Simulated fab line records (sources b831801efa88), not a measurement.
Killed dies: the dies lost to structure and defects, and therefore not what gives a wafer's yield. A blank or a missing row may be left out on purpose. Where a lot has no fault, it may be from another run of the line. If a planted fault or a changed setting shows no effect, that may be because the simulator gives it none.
fab line records	flow sky130
record: lots: 24	wafers: 72	last_day: 50
route steps=708 shown LDD_LDN@301 METAL1@437 CAPM@550 METAL3@564 VIA4@652
lots that met no fault: from a run of the same line without faults
start_h: the number of hours between the record's first day and the start of the first shown wafer of the lot	wait_h: how many hours have passed since the lot's step before this one	" the same as in the row above	L1.1+2: several wafers, shown together as one row	- value missing, or start not given	* or withheld: withheld	< > ~ a bound
route shown NAME@n: NAME is a module with steps in the file, n the number in the route of the first one	usual: mean/standard deviation of fault-free wafers	same: alike in all rows	chamber/n: place in a boat	sites: each site's reading	_std_site: how widely they spread, as a standard deviation	_edge_site: inner sites' mean taken away from outer sites' mean	radius_mm: for every site, how far away it sits from the centre of the wafer	mask NAME#n: copy n	behind: tool/chamber where the wafer was last shaped	hold: the reason the lot was held/the length of the hold in hours/how it ended	device: which transistor (n, p or np) failed to switch	end of line: tests of these same wafers at the route's end	for a step that has no rows: nothing shown but its recipe	killed: count of dies lost to structure and defects at first sort (not the wafer's yield)	map: a wafer's dies, x killed, . not, _ none there
set.NAME: the setting as run; set.NAME@STEP: as run at that earlier step	model.NAME: the simulator's own value behind a step, which no gauge read
route steps across a sampled set of lots; one table per step, one row per wafer
services: when a tool's chamber went out of use (start_h, in hours from the record's first day, below 0 if earlier), for how many hours, and the reason
== steps ==
step: SKY_LDD_LDN_STRIP_12
recipe: chemistry: O2/N2	power_w: 1400	pressure_mtorr: 1500	platen_temp_c: withheld	o2_flow_sccm: 3000	n2_flow_sccm: 300	overash_fraction: 0.5
usual: drypump_motor_current_A: 5.6/0.52	oes_product_au: 0.716/0.0047	strip_time_to_endpoint_s: 14.18/0.039
lot.wafer	tool	chamber	start_h	wait_h	drypump_motor_current_A	oes_product_au	rf_hours_counter_h	strip_time_to_endpoint_s
L074.3	plasma_asher-01	0	511.39	0.1	5.6	0.716	-	14.19
L074.5	"	1	"	"	5.4	0.718	-	14.18
L074.6	"	0	"	"	5.6	0.713	-	14.18
L075.1	plasma_asher-01	0	517.84	0.1	5.7	0.711	38	14.13
L075.5	"	1	"	"	5.4	0.722	-	14.22
L075.6	"	0	"	"	5.6	0.717	-	14.18
L076.3	plasma_asher-04	0	534.25	0.1	5.0	0.719	-	14.13
L076.4	"	1	"	"	5.6	0.707	-	14.17
L076.6	"	0	"	"	5.0	0.716	-	14.14
L077.1	plasma_asher-02	1	548.24	0.1	6.5	0.712	89	14.18
L077.2	"	0	"	"	5.2	0.714	89	14.21
L077.4	"	1	"	"	6.5	0.715	-	14.23
L078.4	plasma_asher-02	1	559.74	0.1	6.5	0.711	-	14.13
L078.5	"	0	"	"	5.2	0.717	-	14.17
L078.6	"	1	"	"	6.5	0.732	-	14.16
L079.1	plasma_asher-01	0	562.62	0.1	5.6	0.705	42	14.18
L079.2	"	1	"	"	5.4	0.711	42	14.14
L079.6	"	0	"	"	5.7	0.712	-	14.15
L080.2	plasma_asher-02	0	573.87	0.1	5.2	0.719	92	14.18
L080.3	"	1	"	"	6.5	0.718	-	14.21
L080.6	"	1	"	"	6.5	0.720	-	14.19
L081.1	plasma_asher-02	0	583.61	0.1	5.2	0.721	93	14.19
L081.2	"	1	"	"	6.5	0.712	93	14.25
L081.6	"	1	"	"	6.5	0.714	-	14.22
L082.1	plasma_asher-01	0	588.72	0.1	5.6	0.718	45	14.20
L082.2	"	1	"	"	5.4	0.718	45	14.16
L082.4	"	1	"	"	5.4	0.722	-	14.18
L083.1	plasma_asher-02	1	613.52	0.1	6.5	0.719	95	14.11
L083.4	"	1	"	"	6.5	0.712	-	14.16
L083.6	"	0	"	"	5.2	0.720	-	14.18
L085.2	plasma_asher-04	0	621.14	0.1	5.0	0.710	19	14.07
L085.4	"	0	"	"	5.0	0.720	-	14.13
L085.6	"	1	"	"	5.6	0.713	-	14.12
L084.1	plasma_asher-02	1	622.36	0.1	6.5	0.716	96	14.26
L084.2	"	0	"	"	5.2	0.712	96	14.25
L084.3	"	0	"	"	5.2	0.711	-	14.24
L086.2	plasma_asher-04	0	627.21	0.1	5.0	0.711	20	14.18
L086.3	"	0	"	"	5.0	0.720	-	14.20
L086.4	"	1	"	"	5.6	0.720	-	14.14
L087.1	plasma_asher-02	0	632.02	0.1	5.3	0.708	97	14.11
L087.5	"	0	"	"	5.3	0.713	-	14.11
L087.6	"	1	"	"	6.5	0.708	-	14.14
L088.3	plasma_asher-04	0	642.43	0.1	5.0	0.719	-	14.18
L088.4	"	1	"	"	5.6	0.723	-	14.19
L088.6	"	0	"	"	5.0	0.723	-	14.16
L089.2	plasma_asher-01	1	647.56	0.1	5.4	0.714	51	14.16
L089.4	"	0	"	"	5.7	0.716	-	14.17
L089.5	"	1	"	"	5.4	0.717	-	14.20
L090.1	plasma_asher-02	0	650.61	0.1	5.2	0.722	99	14.17
L090.3	"	0	"	"	5.2	0.713	-	14.12
L090.5	"	1	"	"	6.5	0.715	-	14.14
L091.1	plasma_asher-04	0	659.56	0.1	5.0	0.713	23	14.16
L091.3	"	1	"	"	5.6	0.719	-	14.21
L091.6	"	1	"	"	5.6	0.726	-	14.19
L092.2	plasma_asher-01	0	668.82	0.1	5.7	0.711	53	14.15
L092.3	"	1	"	"	5.4	0.710	-	14.18
L092.6	"	1	"	"	5.4	0.713	-	14.22
L093.2	plasma_asher-02	0	681.66	0.1	5.2	0.708	102	14.17
L093.5	"	1	"	"	6.5	0.718	-	14.21
L093.6	"	0	"	"	5.3	0.716	-	14.21
L094.2	plasma_asher-02	1	690.56	0.1	6.5	0.714	103	14.21
L094.3	"	0	"	"	5.2	0.712	-	14.11
L094.5	"	1	"	"	6.5	0.717	-	14.14
L095.1	plasma_asher-04	1	698.99	0.1	5.6	0.711	28	14.17
L095.2	"	0	"	"	5.0	0.719	28	14.20
L095.6	"	1	"	"	5.6	0.715	-	14.23
L096.1	plasma_asher-02	1	699.22	0.1	6.5	0.717	105	14.13
L096.2	"	0	"	"	5.2	0.728	105	14.15
L096.4	"	0	"	"	5.2	0.716	-	14.20
L097.2	plasma_asher-01	1	706.62	0.1	5.4	0.719	54	14.23
L097.3	"	0	"	"	5.7	0.718	-	14.20
L097.4	"	1	"	"	5.4	0.718	-	14.20
step: SKY_METAL1_SPUTTER_03
recipe: material: Ti	target_thk_nm: 5	power_w: 3000	time_s: 3.3	chamber_pressure_pa: 0.4
usual: throttle_valve_pct: 30.2/1
lot.wafer	tool	chamber	start_h	wait_h	throttle_valve_pct
L074.3	pvd_sputter-01	-	719.91	0.0	29.0
L074.5	"	-	"	"	30.6
L074.6	"	-	"	"	28.6
L075.1	pvd_sputter-03	-	727.40	0.0	31.1
L075.5	"	-	"	"	31.2
L075.6	"	-	"	"	29.8
L076.3	pvd_sputter-04	-	739.03	0.0	29.4
L076.4	"	-	"	"	27.3
L076.6	"	-	"	"	30.6
L077.1	pvd_sputter-03	-	749.89	0.0	31.1
L077.2	"	-	"	"	29.6
L077.4	"	-	"	"	31.3
L078.4	pvd_sputter-04	-	778.29	0.0	27.3
L078.5	"	-	"	"	31.1
L078.6	"	-	"	"	30.9
L080.2	pvd_sputter-03	-	779.86	0.0	31.2
L080.3	"	-	"	"	30.1
L080.6	"	-	"	"	30.2
L079.1	pvd_sputter-03	-	780.91	0.0	31.0
L079.2	"	-	"	"	31.5
L079.6	"	-	"	"	31.3
L081.1	pvd_sputter-04	-	786.19	0.0	30.5
L081.2	"	-	"	"	27.4
L081.6	"	-	"	"	31.2
L082.1	pvd_sputter-03	-	788.87	0.0	31.3
L082.2	"	-	"	"	29.4
L082.4	"	-	"	"	29.7
L083.1	pvd_sputter-03	-	816.92	0.0	31.2
L083.4	"	-	"	"	29.8
L083.6	"	-	"	"	29.7
L085.2	pvd_sputter-03	-	820.61	0.0	31.4
L085.4	"	-	"	"	29.5
L085.6	"	-	"	"	31.5
L084.1	pvd_sputter-01	-	820.96	0.0	29.8
L084.2	"	-	"	"	30.4
L084.3	"	-	"	"	28.7
L086.2	pvd_sputter-04	-	828.30	0.0	27.0
L086.3	"	-	"	"	30.0
L086.4	"	-	"	"	30.6
L087.1	pvd_sputter-04	-	834.52	0.0	27.3
L087.5	"	-	"	"	30.7
L087.6	"	-	"	"	29.7
L088.3	pvd_sputter-01	-	839.20	0.0	29.9
L088.4	"	-	"	"	28.7
L088.6	"	-	"	"	30.3
L089.2	pvd_sputter-03	-	844.13	0.0	29.9
L089.4	"	-	"	"	31.0
L089.5	"	-	"	"	30.0
L090.1	pvd_sputter-01	-	848.40	0.0	30.2
L090.3	"	-	"	"	30.5
L090.5	"	-	"	"	30.0
L091.1	pvd_sputter-01	-	855.88	0.0	28.6
L091.3	"	-	"	"	29.8
L091.6	"	-	"	"	30.7
L092.2	pvd_sputter-03	-	866.77	0.0	30.0
L092.3	"	-	"	"	31.3
L092.6	"	-	"	"	31.5
L093.2	pvd_sputter-03	-	878.52	0.0	30.9
L093.5	"	-	"	"	31.4
L093.6	"	-	"	"	31.0
L094.2	pvd_sputter-01	-	887.82	0.0	30.0
L094.3	"	-	"	"	30.2
L094.5	"	-	"	"	30.5
L095.1	pvd_sputter-01	-	896.09	0.0	29.8
L095.2	"	-	"	"	30.8
L095.6	"	-	"	"	30.3
L096.1	pvd_sputter-03	-	898.36	0.0	29.9
L096.2	"	-	"	"	31.3
L096.4	"	-	"	"	31.5
L097.2	pvd_sputter-01	-	903.74	0.0	30.1
L097.3	"	-	"	"	30.3
L097.4	"	-	"	"	30.5
step: SKY_CAPM_METAL_ETCH_13
recipe: target_depth_nm: 220	stop_on: SiO2	chemistry: Cl2/BCl3	target: TiN	pressure_mtorr: 10	icp_w: 900	bias_w: 48.5	Cl2_flow_sccm: 60	bcl3_flow_sccm: 30	time_s: 62.9
usual: bias_w: 48.49/0.14	drypump_motor_current_A: 5.7/0.42	mfc_cl2_sccm: 59.99/0.19	oes_product_au: 0.943/0.0064	throttle_valve_pct: 21.901/0.0088
lot.wafer	tool	chamber	start_h	wait_h	bias_w	drypump_motor_current_A	mfc_cl2_sccm	oes_product_au	rf_hours_counter_h	throttle_valve_pct
L074.3	rie_metal-03	1	862.43	0.0	48.56	5.4	60.12	0.941	-	21.906
L074.5	"	0	"	"	48.46	6.6	60.14	0.939	-	21.897
L074.6	"	1	"	"	48.35	5.5	60.18	0.944	-	21.896
L075.1	rie_metal-03	1	867.76	0.0	48.32	5.4	59.92	0.946	15	21.898
L075.5	"	0	"	"	48.33	6.6	59.62	0.946	-	21.915
L075.6	"	1	"	"	48.50	5.4	60.20	0.948	-	21.884
L076.3	rie_metal-03	1	880.90	0.0	48.53	5.4	60.34	0.946	-	21.898
L076.4	"	0	"	"	48.50	6.6	60.34	0.950	-	21.889
L076.6	"	0	"	"	48.61	6.5	60.44	0.946	-	21.904
L077.1	rie_metal-02	0	890.97	0.0	48.84	5.6	60.57	0.937	8	21.889
L077.2	"	1	"	"	48.50	5.6	59.89	0.935	3	21.902
L077.4	"	0	"	"	48.76	5.6	60.29	0.935	-	21.903
L078.4	rie_metal-02	0	919.92	0.0	48.50	5.6	59.97	0.939	-	21.892
L078.5	"	0	"	"	48.73	5.7	59.91	0.945	-	21.910
L078.6	"	1	"	"	48.56	5.6	59.86	0.934	-	21.911
L080.2	rie_metal-01	1	920.19	0.0	48.49	5.2	59.93	0.942	1	21.898
L080.3	"	1	"	"	48.38	5.2	59.78	0.933	-	21.914
L080.6	"	1	"	"	48.61	5.2	59.87	0.950	-	21.898
L079.1	rie_metal-03	1	921.86	0.0	48.32	5.4	59.86	0.943	18	21.906
L079.2	"	0	"	"	48.51	6.6	60.30	0.943	4	21.906
L079.6	"	1	"	"	48.50	5.4	59.64	0.937	-	21.884
L081.1	rie_metal-03	0	924.96	0.0	48.45	6.6	60.09	0.940	4	21.902
L081.2	"	1	"	"	48.65	5.4	60.03	0.940	18	21.907
L081.6	"	0	"	"	48.56	6.6	59.93	0.932	-	21.906
L082.1	rie_metal-01	1	927.54	0.0	48.06	5.2	60.27	0.942	1	21.905
L082.2	"	0	"	"	48.26	5.6	60.16	0.946	10	21.909
L082.4	"	1	"	"	48.14	5.2	60.31	0.936	-	21.899
L083.1	rie_metal-02	0	952.99	0.0	48.60	5.6	60.22	0.947	11	21.894
L083.4	"	0	"	"	48.66	5.6	59.95	0.948	-	21.904
L083.6	"	0	"	"	48.56	5.6	60.06	0.948	-	21.903
L085.2	rie_metal-01	1	955.01	0.0	48.44	5.2	60.05	0.940	2	21.909
L085.4	"	0	"	"	48.45	5.6	59.95	0.944	-	21.881
L085.6	"	0	"	"	48.62	5.6	60.10	0.937	-	21.900
L084.1	rie_metal-01	1	956.72	0.0	48.54	5.2	60.08	0.928	2	21.916
L084.2	"	0	"	"	48.38	5.6	59.68	0.927	11	21.904
L084.3	"	0	"	"	48.35	5.6	59.83	0.929	-	21.906
L086.2	rie_metal-03	1	963.76	0.0	48.52	5.4	60.13	0.942	20	21.900
L086.3	"	0	"	"	48.54	6.6	59.81	0.949	-	21.898
L086.4	"	1	"	"	48.72	5.4	59.70	0.946	-	21.882
L087.1	rie_metal-03	1	968.87	0.0	48.56	5.4	60.08	0.947	20	21.906
L087.5	"	0	"	"	48.54	6.5	59.99	0.943	-	21.899
L087.6	"	1	"	"	48.60	5.4	59.88	0.944	-	21.896
L088.3	rie_metal-01	1	973.05	0.0	48.25	5.2	59.68	0.943	-	21.894
L088.4	"	0	"	"	48.53	5.6	60.05	0.951	-	21.901
L088.6	"	0	"	"	48.76	5.6	60.07	0.936	-	21.913
L089.2	rie_metal-02	1	977.81	0.0	48.48	5.6	59.87	0.951	7	21.904
L089.4	"	1	"	"	48.35	5.6	59.93	0.945	-	21.902
L089.5	"	1	"	"	48.28	5.6	59.95	0.947	-	21.902
L090.1	rie_metal-02	0	982.42	0.0	48.64	5.6	60.01	0.937	13	21.899
L090.3	"	1	"	"	48.52	5.6	60.02	0.940	-	21.905
L090.5	"	1	"	"	48.40	5.6	59.73	0.937	-	21.908
L091.1	rie_metal-01	0	988.87	0.0	48.40	5.6	59.84	0.934	13	21.912
L091.3	"	1	"	"	48.49	5.2	60.03	0.958	-	21.907
L091.6	"	1	"	"	48.47	5.2	59.97	0.945	-	21.893
L092.2	rie_metal-02	0	998.97	0.0	48.37	5.6	59.86	0.946	13	21.905
L092.3	"	1	"	"	48.40	5.6	60.24	0.945	-	21.906
L092.6	"	1	"	"	48.53	5.6	60.22	0.945	-	21.905
L093.2	rie_metal-01	0	1006.27	0.0	48.43	5.6	60.06	0.942	14	21.902
L093.5	"	1	"	"	48.63	5.2	60.05	0.933	-	21.916
L093.6	"	0	"	"	48.44	5.6	59.97	0.932	-	21.919
L094.2	rie_metal-02	0	1015.05	0.0	48.32	5.6	60.14	0.957	14	21.888
L094.3	"	0	"	"	48.52	5.6	60.08	0.943	-	21.894
L094.5	"	0	"	"	48.62	5.6	60.01	0.958	-	21.890
L095.1	rie_metal-02	0	1023.42	0.0	48.54	5.7	60.06	0.939	15	21.899
L095.2	"	1	"	"	48.33	5.6	59.81	0.944	9	21.895
L095.6	"	1	"	"	48.62	5.6	60.13	0.947	-	21.897
L096.1	rie_metal-02	1	1024.80	0.0	48.43	5.6	60.01	0.947	9	21.888
L096.2	"	0	"	"	48.50	5.6	59.87	0.952	15	21.907
L096.4	"	1	"	"	48.42	5.7	60.02	0.940	-	21.911
L097.2	rie_metal-03	1	1028.90	0.0	48.59	5.4	59.95	0.948	24	21.904
L097.3	"	0	"	"	48.38	6.6	60.15	0.937	-	21.890
L097.4	"	1	"	"	48.55	5.5	59.87	0.939	-	21.878
step: SKY_METAL3_OVL_MEAS_14
usual: METAL3_OVL: 0/4.4
lot.wafer	tool	chamber	start_h	wait_h	METAL3_OVL[nm]
L074.3	overlay-02	-	889.95	0.1	0
L074.5	"	-	"	"	4
L074.6	"	-	"	"	5
L075.1	overlay-01	-	896.23	0.1	-4
L075.5	"	-	"	"	-5
L075.6	"	-	"	"	-3
L076.3	overlay-01	-	907.45	0.1	2
L076.4	"	-	"	"	3
L076.6	"	-	"	"	3
L077.1	overlay-02	-	916.94	0.1	2
L077.2	"	-	"	"	-1
L077.4	"	-	"	"	1
L078.4	overlay-02	-	944.45	0.1	2
L078.5	"	-	"	"	-4
L078.6	"	-	"	"	-7
L080.2	overlay-01	-	944.73	0.1	8
L080.3	"	-	"	"	5
L080.6	"	-	"	"	6
L079.1	overlay-01	-	946.17	0.1	1
L079.2	"	-	"	"	6
L079.6	"	-	"	"	-1
L081.1	overlay-01	-	949.98	0.1	5
L081.2	"	-	"	"	6
L081.6	"	-	"	"	-3
L082.1	overlay-02	-	951.94	0.1	2
L082.2	"	-	"	"	6
L082.4	"	-	"	"	2
L083.1	overlay-02	-	978.24	0.1	1
L083.4	"	-	"	"	-12
L083.6	"	-	"	"	-1
L085.2	overlay-02	-	980.30	0.1	-3
L085.4	"	-	"	"	-7
L085.6	"	-	"	"	1
L084.1	overlay-02	-	980.94	0.1	-6
L084.2	"	-	"	"	1
L084.3	"	-	"	"	0
L086.2	overlay-01	-	988.69	0.1	3
L086.3	"	-	"	"	1
L086.4	"	-	"	"	-4
L087.1	overlay-02	-	993.64	0.1	-4
L087.5	"	-	"	"	0
L087.6	"	-	"	"	-5
L088.3	overlay-02	-	997.25	0.1	-4
L088.4	"	-	"	"	1
L088.6	"	-	"	"	-3
L089.2	overlay-01	-	1002.35	0.1	7
L089.4	"	-	"	"	1
L089.5	"	-	"	"	0
L090.1	overlay-01	-	1006.78	0.1	-5
L090.3	"	-	"	"	-6
L090.5	"	-	"	"	-3
L091.1	overlay-01	-	1012.33	0.1	6
L091.3	"	-	"	"	2
L091.6	"	-	"	"	9
L092.2	overlay-02	-	1022.20	0.1	-1
L092.3	"	-	"	"	1
L092.6	"	-	"	"	-3
L093.2	overlay-02	-	1029.90	0.1	0
L093.5	"	-	"	"	0
L093.6	"	-	"	"	0
L094.2	overlay-01	-	1036.74	0.1	-4
L094.3	"	-	"	"	-7
L094.5	"	-	"	"	-9
L095.1	overlay-02	-	1045.84	0.1	0
L095.2	"	-	"	"	1
L095.6	"	-	"	"	-9
L096.1	overlay-02	-	1047.14	0.1	2
L096.2	"	-	"	"	3
L096.4	"	-	"	"	-3
L097.2	overlay-02	-	1053.89	0.1	-4
L097.3	"	-	"	"	-7
L097.4	"	-	"	"	-5
step: SKY_METAL3_DESCUM_15
recipe: chemistry: O2	source_power_w: 150	bias_power_w: 0	pressure_mtorr: 10	temp_c: 40	time_s: 8
usual: drypump_motor_current_A: 5.6/0.56	oes_product_au: 0.993/0.0073
same: bias_power_w: 0
lot.wafer	tool	chamber	start_h	wait_h	drypump_motor_current_A	oes_product_au	rf_hours_counter_h
L074.3	rie_metal-01	0	890.00	0.0	5.6	0.983	-
L074.5	"	0	"	"	5.6	0.986	-
L074.6	"	0	"	"	5.6	0.996	-
L075.1	rie_metal-01	0	896.26	0.0	5.6	0.995	9
L075.5	"	0	"	"	5.6	0.996	-
L075.6	"	0	"	"	5.6	1.005	-
L076.3	rie_metal-01	1	907.48	0.0	5.2	0.998	-
L076.4	"	0	"	"	5.6	0.986	-
L076.6	"	1	"	"	5.2	1.000	-
L077.1	rie_metal-03	0	916.97	0.0	6.6	0.993	4
L077.2	"	1	"	"	5.4	0.992	18
L077.4	"	1	"	"	5.4	0.991	-
L078.4	rie_metal-03	0	944.48	0.0	6.6	0.979	-
L078.5	"	0	"	"	6.6	0.991	-
L078.6	"	1	"	"	5.4	0.987	-
L080.2	rie_metal-04	0	944.76	0.0	6.2	0.994	8
L080.3	"	1	"	"	4.9	1.009	-
L080.6	"	1	"	"	4.9	1.002	-
L079.1	rie_metal-01	0	946.21	0.0	5.6	1.002	11
L079.2	"	1	"	"	5.2	1.000	2
L079.6	"	0	"	"	5.6	0.993	-
L081.1	rie_metal-04	1	950.01	0.0	4.9	0.996	18
L081.2	"	0	"	"	6.2	0.989	9
L081.6	"	1	"	"	4.9	1.003	-
L082.1	rie_metal-03	1	951.98	0.0	5.5	0.982	19
L082.2	"	0	"	"	6.6	0.987	6
L082.4	"	0	"	"	6.6	0.994	-
L083.1	rie_metal-04	1	978.28	0.0	4.9	1.008	19
L083.4	"	1	"	"	4.8	0.999	-
L083.6	"	0	"	"	6.2	0.990	-
L085.2	rie_metal-04	0	980.33	0.0	6.2	0.984	10
L085.4	"	0	"	"	6.2	0.989	-
L085.6	"	0	"	"	6.2	0.986	-
L084.1	rie_metal-04	0	980.98	0.0	6.2	0.995	10
L084.2	"	1	"	"	4.9	0.984	20
L084.3	"	0	"	"	6.1	0.990	-
L086.2	rie_metal-03	0	988.72	0.0	6.6	0.989	8
L086.3	"	0	"	"	6.6	0.994	-
L086.4	"	1	"	"	5.4	0.997	-
L087.1	rie_metal-01	0	993.67	0.0	5.6	0.990	13
L087.5	"	0	"	"	5.6	0.996	-
L087.6	"	1	"	"	5.2	0.993	-
L088.3	rie_metal-03	0	997.29	0.0	6.6	0.996	-
L088.4	"	1	"	"	5.4	0.984	-
L088.6	"	0	"	"	6.6	1.002	-
L089.2	rie_metal-04	0	1002.38	0.0	6.2	0.985	11
L089.4	"	0	"	"	6.2	0.974	-
L089.5	"	0	"	"	6.2	0.987	-
L090.1	rie_metal-04	1	1006.82	0.0	4.8	0.988	21
L090.3	"	0	"	"	6.2	0.980	-
L090.5	"	1	"	"	4.8	0.999	-
L091.1	rie_metal-03	0	1012.37	0.0	6.6	0.990	9
L091.3	"	0	"	"	6.6	0.996	-
L091.6	"	1	"	"	5.4	0.986	-
L092.2	rie_metal-01	0	1022.23	0.0	5.6	0.992	15
L092.3	"	0	"	"	5.6	0.995	-
L092.6	"	0	"	"	5.6	1.003	-
L093.2	rie_metal-01	0	1029.93	0.0	5.6	0.994	15
L093.5	"	0	"	"	5.6	0.998	-
L093.6	"	1	"	"	5.2	0.992	-
L094.2	rie_metal-03	1	1036.77	0.0	5.4	0.999	24
L094.3	"	1	"	"	5.4	0.993	-
L094.5	"	1	"	"	5.4	0.989	-
L095.1	rie_metal-01	1	1045.88	0.0	5.2	0.988	7
L095.2	"	0	"	"	5.6	0.980	16
L095.6	"	0	"	"	5.6	0.986	-
L096.1	rie_metal-04	0	1047.17	0.0	6.1	0.987	14
L096.2	"	1	"	"	4.9	1.013	22
L096.4	"	0	"	"	6.1	0.975	-
L097.2	rie_metal-01	1	1053.92	0.0	5.2	0.996	8
L097.3	"	0	"	"	5.6	0.982	-
L097.4	"	1	"	"	5.2	0.990	-
step: SKY_VIA4_STRIP_13
recipe: chemistry: O2/N2	power_w: 1400	pressure_mtorr: 1500	platen_temp_c: withheld	o2_flow_sccm: 3000	n2_flow_sccm: 300	overash_fraction: 0.5
usual: drypump_motor_current_A: 5.8/0.46	oes_product_au: 0.710/0.0044	strip_time_to_endpoint_s: 12.796/0.026
lot.wafer	tool	chamber	start_h	wait_h	drypump_motor_current_A	oes_product_au	rf_hours_counter_h	strip_time_to_endpoint_s
L074.3	plasma_asher-02	0	992.80	-	5.2	0.707	-	12.742
L074.5	"	0	"	"	5.3	0.709	-	12.778
L074.6	"	1	"	"	6.5	0.716	-	12.822
L075.1	plasma_asher-03	0	999.87	-	6.0	0.706	114	12.808
L075.5	"	1	"	"	5.9	0.717	-	12.834
L075.6	"	0	"	"	6.0	0.713	-	12.848
L076.3	plasma_asher-02	1	1007.86	-	6.5	0.707	-	12.795
L076.4	"	0	"	"	5.2	0.707	-	12.776
L076.6	"	0	"	"	5.2	0.711	-	12.833
L077.1	plasma_asher-03	1	1017.52	-	5.9	0.707	116	12.779
L077.2	"	0	"	"	6.1	0.708	116	12.806
L077.4	"	1	"	"	5.8	0.709	-	12.769
L078.4	plasma_asher-03	0	1042.16	-	6.0	0.704	-	12.823
L078.5	"	0	"	"	6.0	0.715	-	12.818
L078.6	"	1	"	"	5.9	0.707	-	12.800
L080.2	plasma_asher-02	0	1043.62	-	5.2	0.708	30	12.803
L080.3	"	0	"	"	5.2	0.711	-	12.773
L080.6	"	0	"	"	5.2	0.712	-	12.796
L079.1	plasma_asher-04	0	1046.78	-	5.0	0.718	63	12.782
L079.2	"	1	"	"	5.6	0.713	63	12.825
L079.6	"	0	"	"	5.0	0.719	-	12.812
L081.1	plasma_asher-04	1	1048.08	-	5.6	0.714	63	12.796
L081.2	"	0	"	"	5.0	0.714	63	12.819
L081.6	"	0	"	"	5.0	0.711	-	12.805
L082.1	plasma_asher-02	1	1051.48	-	6.5	0.719	30	12.824
L082.2	"	0	"	"	5.2	0.713	30	12.830
L082.4	"	0	"	"	5.2	0.716	-	12.814
L083.1	plasma_asher-02	1	1075.42	-	6.5	0.712	33	12.812
L083.4	"	1	"	"	6.5	0.711	-	12.787
L083.6	"	1	"	"	6.5	0.709	-	12.810
L085.2	plasma_asher-04	1	1075.98	-	5.6	0.706	66	12.807
L085.4	"	1	"	"	5.6	0.710	-	12.806
L085.6	"	1	"	"	5.6	0.714	-	12.832
L084.1	plasma_asher-02	1	1077.02	-	6.5	0.705	33	12.773
L084.2	"	0	"	"	5.2	0.708	33	12.694
L084.3	"	0	"	"	5.2	0.712	-	12.727
L086.2	plasma_asher-03	1	1080.28	-	5.9	0.706	1	12.797
L086.3	"	0	"	"	6.0	0.706	-	12.817
L086.4	"	1	"	"	5.9	0.708	-	12.776
L087.1	plasma_asher-03	0	1084.17	-	6.0	0.709	2	12.777
L087.5	"	1	"	"	5.9	0.709	-	12.787
L087.6	"	0	"	"	6.0	0.700	-	12.814
L088.3	plasma_asher-03	1	1087.36	-	5.9	0.711	-	12.765
L088.4	"	0	"	"	6.0	0.710	-	12.753
L088.6	"	1	"	"	5.9	0.710	-	12.793
L089.2	plasma_asher-04	0	1093.12	-	5.0	0.706	68	12.814
L089.4	"	0	"	"	5.0	0.710	-	12.790
L089.5	"	0	"	"	5.0	0.707	-	12.829
L090.1	plasma_asher-03	1	1098.33	-	5.9	0.708	3	12.764
L090.3	"	0	"	"	6.0	0.711	-	12.782
L090.5	"	0	"	"	6.0	0.713	-	12.781
L091.1	plasma_asher-04	0	1103.42	-	5.0	0.712	69	12.785
L091.3	"	0	"	"	5.0	0.712	-	12.800
L091.6	"	1	"	"	5.6	0.715	-	12.780
L092.2	plasma_asher-03	1	1110.02	-	5.9	0.703	4	12.761
L092.3	"	1	"	"	5.8	0.713	-	12.833
L092.6	"	0	"	"	6.0	0.706	-	12.768
L093.2	plasma_asher-03	1	1121.18	-	5.9	0.707	5	12.803
L093.5	"	1	"	"	5.9	0.713	-	12.832
L093.6	"	0	"	"	6.0	0.713	-	12.773
L094.2	plasma_asher-04	1	1122.93	-	5.6	0.702	71	12.789
L094.3	"	0	"	"	5.0	0.718	-	12.789
L094.5	"	0	"	"	5.0	0.705	-	12.799
L095.1	plasma_asher-02	1	1130.93	-	6.5	0.703	38	12.819
L095.2	"	0	"	"	5.2	0.717	38	12.793
L095.6	"	1	"	"	6.5	0.714	-	12.774
L096.1	plasma_asher-03	1	1131.52	-	5.9	0.718	6	12.821
L096.2	"	0	"	"	6.0	0.711	6	12.804
L096.4	"	1	"	"	5.9	0.716	-	12.830
L097.2	plasma_asher-03	1	1138.72	-	5.9	0.713	7	12.767
L097.3	"	0	"	"	6.0	0.712	-	12.804
L097.4	"	1	"	"	5.9	0.701	-	12.793
== services ==
tool	chamber	start_h	hours	kind
plasma_asher-04	-	505.99	5.8	repair
pvd_sputter-03	-	521.77	13.6	repair
plasma_asher-03	-	534.75	1.3	repair
rie_metal-03	-	591.28	2.8	pm
pvd_sputter-03	-	632.92	2.7	repair
plasma_asher-02	-	654.79	5.7	repair
plasma_asher-03	-	686.08	12.7	repair
plasma_asher-02	-	733.75	9.0	pm
plasma_asher-02	-	737.95	3.9	repair
plasma_asher-02	-	741.57	0.5	repair
rie_metal-03	0	762.55	6.7	repair
rie_metal-01	-	828.55	14.6	pm
plasma_asher-02	-	833.90	2.6	repair
plasma_asher-03	-	903.62	2.8	pm
plasma_asher-04	-	917.96	3.3	repair
plasma_asher-04	-	1002.30	2.8	pm
rie_metal-01	-	1033.87	2.8	pm
plasma_asher-03	-	1055.34	9.0	pm
rie_metal-03	0	1068.25	6.1	repair
rie_metal-01	-	1076.49	0.7	repair
rie_metal-03	1	1078.08	8.3	repair
rie_metal-03	-	1082.06	1.4	pm
pvd_sputter-03	-	1096.70	3.5	repair
pvd_sputter-03	-	1126.98	3.9	repair
== key ==
fault none
